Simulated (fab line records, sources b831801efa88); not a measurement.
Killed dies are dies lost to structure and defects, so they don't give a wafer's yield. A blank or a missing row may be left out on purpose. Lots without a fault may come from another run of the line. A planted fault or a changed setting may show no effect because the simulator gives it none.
Split-lot experiment | flow sky130 | 5 lots, 23 wafers read, on a route of 708 steps

THE SPLIT
At SKY_VIA2_CVD_21 (deposits W, target thk 420 nm, time 126.4 s), the setting temp_c was moved away from the recipe's 400 C on 12 of the 23 wafers read, by -2.9% to +2.6%. The other wafers ran this setting at the recipe's value.

FROM THE SPLIT TO THE READING: what the file shows between them, 1 step
- SKY_VIA2_RS_MEAS_22: measures by four-point-probe

THE READING
VIA2_W_THK, in nm, at SKY_VIA2_THK_MEAS_23 (measures by xrf). Fault-free wafers of this fab line usually give 410 nm, standard deviation 9.3 nm.

wafer  | tool, chamber at the split | temp_c as run, C | against the recipe | VIA2_W_THK, nm | against lot-mates on the recipe
L074.1 | cvd_w-02, 1                | 400              | recipe             | 405            | -
L074.2 | cvd_w-02, 0                | 400              | recipe             | 403            | -
L074.3 | cvd_w-02, 0                | 410.6            | +2.6%              | 479            | +75
L074.4 | cvd_w-02, 1                | 410.6            | +2.6%              | 488            | +84
L074.5 | cvd_w-02, 1                | 410.6            | +2.6%              | 481            | +77
L075.1 | cvd_w-02, 1                | 400              | recipe             | 393            | -
L075.4 | cvd_w-02, 0                | 400              | recipe             | 396            | -
L075.5 | cvd_w-02, 0                | 400              | recipe             | 393            | -
L077.1 | cvd_w-02, 0                | 400              | recipe             | 404            | -
L077.2 | cvd_w-02, 1,0              | 406.1            | +1.5%              | 451            | +46
L077.4 | cvd_w-02, 0                | 406.1            | +1.5%              | 449            | +44
L077.5 | cvd_w-02, 1,0              | 406.1            | +1.5%              | 451            | +46
L077.6 | cvd_w-02, 1                | 400              | recipe             | 407            | -
L080.2 | cvd_w-01, 0                | 388.4            | -2.9%              | 337            | -74
L080.3 | cvd_w-01, 1                | 400              | recipe             | 412            | -
L080.4 | cvd_w-01, 0                | 400              | recipe             | 411            | -
L080.5 | cvd_w-01, 0                | 388.4            | -2.9%              | 336            | -76
L080.6 | cvd_w-01, 1                | 388.4            | -2.9%              | 339            | -72
L084.1 | cvd_w-02, 0                | 400              | recipe             | 423            | -
L084.2 | cvd_w-02, 1                | 410              | +2.5%              | 495            | +74
L084.3 | cvd_w-02, 0                | 410              | +2.5%              | 499            | +78
L084.5 | cvd_w-02, 0                | 400              | recipe             | 420            | -
L084.6 | cvd_w-02, 1                | 410              | +2.5%              | 500            | +78
Where a row lists several chambers, the file gives one row for several wafers and doesn't say which wafer went through which chamber.

THE FIT
A straight line over all 23 wafers: VIA2_W_THK changes by +28.4 nm for each +1% of temp_c; r = +0.98; the points scatter about the line by 11 nm.
The same after taking each lot's own level away (the mean of its wafers on the recipe; 23 wafers): +28 nm for each +1%; r = +1.00; scatter 3.6 nm.
On that fit, the largest move of temp_c shifts the reading by 81 nm.
The lots' own levels span 394.0 to 421.5 nm, that is 3.0 times the standard deviation above.
So the lot-to-lot level changes the slope little: the two slopes agree.
Check: with one of the wafers moved furthest among these (-2.9%) left out of the fit, the line predicts -79.9 nm for it against its lot-mates. It came out at -74.5 nm against them.

OTHER SPLITS ON THESE WAFERS
These wafers also went through other splits before the reading. Each is held against what the fit with the lots' levels taken away leaves over:
other split on the same wafers | wafers away from the commonest value | r with VIA2_W_THK (lot level and that fit taken away)
SKY_VIA2_COAT_07 spin_rpm      | 5                                    | +0.17
SKY_VIA2_ETCH_15 time_s        | 7                                    | +0.17

THE WHOLE CHAIN: every reading that the file lists as answering this split, in the file's order
step                 | what it does                                | reading                                                                  | change (the file's fit)              | r (the file's)
SKY_VIA2_CVD_21      | deposits W, target thk 420 nm, time 126.4 s | W_of_VIA2_CVD_21.thk_nm (the simulator's own value, which no gauge read) | +29.4 nm for each +1% of the setting | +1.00
SKY_VIA2_RS_MEAS_22  | measures by four-point-probe                | VIA2_W_RS                                                                | -0.0188 for each +1% of the setting  | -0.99
SKY_VIA2_THK_MEAS_23 | measures by xrf                             | VIA2_W_THK                                                               | +28.5 for each +1% of the setting    | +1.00

THE FILE'S OWN FIT
VIA2_W_THK changes by +28.5 nm for each +1% of temp_c, r = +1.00.
